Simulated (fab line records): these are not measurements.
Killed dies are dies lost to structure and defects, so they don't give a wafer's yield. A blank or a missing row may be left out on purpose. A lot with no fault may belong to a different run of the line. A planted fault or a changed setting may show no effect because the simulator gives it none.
A struck lot beside a sound one	flow sky130	15 out of 708 route steps
Sound: these wafers, L977.1, L977.3, L977.5. The struck wafers were L970.1, L970.4, L970.6. The cause is given at the end.
Order at every step that has rows: each side's tool, ch and its chambers, its first start. Under that, the readings that differ: sound wafers	struck wafers	difference of the means	sigmas: that difference in standard deviations of wafers without a fault.
alike: a reading whose means differ by less than 2 such deviations, as well as words and numbers matching on both sides. not compared: withheld readings; readings where some wafer has no value; bounds like >300 that might hide an equal value; numbers whose values overlap and for which the record gives no deviation.
The two part at a step that has a row with sigmas, a row that says differs or no value, or rows on one side only. Non-overlapping numbers with no deviation appear without sigmas and do not part them. Lack of a reading on every wafer of one side parts them only where that side has two or more wafers.

SKY_METAL5_SPUTTER_03: material Ti, target thk 5 nm, time 3.3 s.
  sound: pvdSputter-03 at day 46 10:35; struck: pvdSputter-03 at day 44 15:20
  alike: throttleValvePct
SKY_METAL5_SPUTTER_04: material TiN, target thk 70 nm, time 58.3 s.
  sound: pvdSputter-03 at day 46 10:36; struck: pvdSputter-03 at day 44 15:21
  alike: throttleValvePct
SKY_METAL5_RS_MEAS_05: measurement is done with a four-point probe.
  sound: filmMetro-03 at day 46 10:39; struck: filmMetro-03 at day 44 15:24
  alike: METAL5_ALCU_RS
SKY_METAL5_THK_MEAS_06: measures by xrf.
  sound: filmMetro-03 at day 46 10:46; struck: filmMetro-03 at day 44 15:31
  alike: METAL5_ALCU_THK
then, 7 steps without rows for these wafers: SKY_METAL5_DEHYDRATE_07 (time 60 s); SKY_METAL5_HMDS_08 (prime time 60 s); SKY_METAL5_COAT_09 (resist thk 1800 nm); SKY_METAL5_SOFTBAKE_10 (time 60 s); SKY_METAL5_EXPOSE_11 (exposes mask MM5, target cd 1600 nm); SKY_METAL5_PEB_12; SKY_METAL5_DEVELOP_13 (develop time 60 s).
SKY_METAL5_DESCUM_14: chemistry O2, time 11 s.
  sound on rieMetal-01 ch 0,1, day 47 07:09; struck on rieMetal-02 ch 0,1, day 45 13:09
  alike: drypumpMotorCurrentA, heBacksideLeakSccm, oesProductAu
  not compared: rfHoursCounterH
SKY_METAL5_METAL_ETCH_15: etches the open film in Cl2/BCl3, stops on SiO2, target depth 1260 nm, time 252 s.
  sound on rieMetal-01 ch 0,1, day 47 07:11; struck on rieMetal-02 ch 0,1, day 45 13:11
  no value came back on the struck wafers for any of 6 readings (bcl3FlowSccm (sccm), biasW (W) and others); on the sound wafers bcl3FlowSccm (sccm) reads 30.16 30.00 30.12
reading	sound	struck	difference	sigmas
model.NOVOLAK_of_METAL5_COAT_09.thkNm (nm)	1049 1039 1031	1787 1793 1788	+750	
model.SiO2_of_VIA4_HDPCVD_00.thkNm (nm)	549.5 548 548	574.2 574.1 575.4	+26.1	
  not compared: rfHoursCounterH
SKY_METAL5_STRIP_16: strips in O2/N2.
  sound on plasmaAsher-03 ch 0,1, day 47 07:25; struck on plasmaAsher-02 ch 1, day 45 13:25
reading	sound	struck	difference	sigmas
stripTimeToEndpointS (s)	13.25 13.12 13.02	21.51 21.55 21.50	+8.39	+65
  alike: drypumpMotorCurrentA, n2FlowSccm, oesProductAu
  not compared: rfHoursCounterH
then, 1 step without rows for these wafers: SKY_METAL5_STRIP_17 (strips in post etch residue remover, time 1200 s).

## WHERE THEY PART
First at SKY_METAL5_METAL_ETCH_15; last, within this record, at SKY_METAL5_STRIP_16.

WHY: the cause the simulator had injected
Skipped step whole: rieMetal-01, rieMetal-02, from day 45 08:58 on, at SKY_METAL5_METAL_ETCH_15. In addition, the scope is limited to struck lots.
